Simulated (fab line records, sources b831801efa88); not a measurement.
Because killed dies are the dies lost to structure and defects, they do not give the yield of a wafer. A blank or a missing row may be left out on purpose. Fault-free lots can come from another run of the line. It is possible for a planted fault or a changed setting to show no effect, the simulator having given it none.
What tool caused it?	flow gf180mcu	18 wafers from 6 lots sampled at 4 of the route's 602 steps

## WHAT THE GAUGES SHOWED, per wafer
GF_CONTACT_RS_MEAS_25: uses a four-point probe to measure.
lot	measured	on	CONTACT_W_RS (ohm/sq)
L861	day 16 19:44	film metro-01	0.382 0.374 0.377
L864	day 18 01:17	film metro-04	0.384 0.386 0.387
L866	day 18 15:44	film metro-01	0.379 0.380 0.386
L868	day 19 13:34	film metro-03	0.384 0.385 0.376
L870	day 20 10:29	film metro-03	0.384 0.378 0.387
L876	day 22 07:49	film metro-01	0.408 0.394 0.402

## WHAT TOOL EACH LOT RAN ON (gives the tool, then ch and the chambers of the sampled wafers, and finally the start)
lot	GF_SAB_ETCH_11	GF_CONTACT_SPUTTER_23	GF_CONTACT_CVD_24
L861	rie diel-02 ch 0,2,3, day 15 20:03	pvd sputter-02, day 16 19:36	cvd w-01 ch 0,1, day 16 19:38
L864	rie diel-01 ch 0,2,3, day 16 23:20	pvd sputter-01, day 18 01:09	cvd w-02 ch 0,1, day 18 01:11
L866	rie diel-04 ch 1,2, day 17 14:24	pvd sputter-04, day 18 15:35	cvd w-01 ch 0,1, day 18 15:38
L868	rie diel-04 ch 0,1, day 18 11:43	pvd sputter-01, day 19 13:24	cvd w-01 ch 0,1, day 19 13:26
L870	rie diel-02 ch 0,3, day 19 08:33	pvd sputter-04, day 20 10:21	cvd w-01 ch 0,1, day 20 10:23
L876	rie diel-02 ch 1,2, day 21 05:36	pvd sputter-02, day 22 07:37	cvd w-01 ch 0,1, day 22 07:40
- GF_SAB_ETCH_11: etches SiO2 in C4F8/O2/Ar, target depth 55 nm, time 8.5 s.
- GF_CONTACT_SPUTTER_23: material TiN, target thk 10 nm, time 40 s.
- GF_CONTACT_CVD_24: deposits W, target thk 300 nm, time 90.339 s.

## THE ANSWER, worked out from the rows above alone
Rule: what is usual is taken from the lots themselves. The widest of any qualifying gaps counts: lots, ordered by their means at a reading, are off when they make up no more than a third of the lots, leave a main group of 4 or more, and stand apart from it by 3 or more times the standard deviation of that group's means. Not used: any main group whose means are identical at the precision the tables above print for the reading. A lot without any number at a reading at which 4 lots or more have one is off too. The other lots that the step has rows for count as sound.
Off: at GF_CONTACT_RS_MEAS_25 (CONTACT_W_RS), L876. Mean 0.382 ohm/sq and standard deviation 0.0026 in the main group.
A tool fits if, at a process step before that reading, it ran every lot that is off, and no sound lot after the first of them. Gauges at GF_CONTACT_RS_MEAS_25: tried the same way as those tools. Can't be told from this: 4 tools fit, rie diel-02 at GF_SAB_ETCH_11, pvd sputter-02 at GF_CONTACT_SPUTTER_23, cvd w-01 at GF_CONTACT_CVD_24, film metro-01 at GF_CONTACT_RS_MEAS_25.

## WHAT THE SIMULATOR PUT IN
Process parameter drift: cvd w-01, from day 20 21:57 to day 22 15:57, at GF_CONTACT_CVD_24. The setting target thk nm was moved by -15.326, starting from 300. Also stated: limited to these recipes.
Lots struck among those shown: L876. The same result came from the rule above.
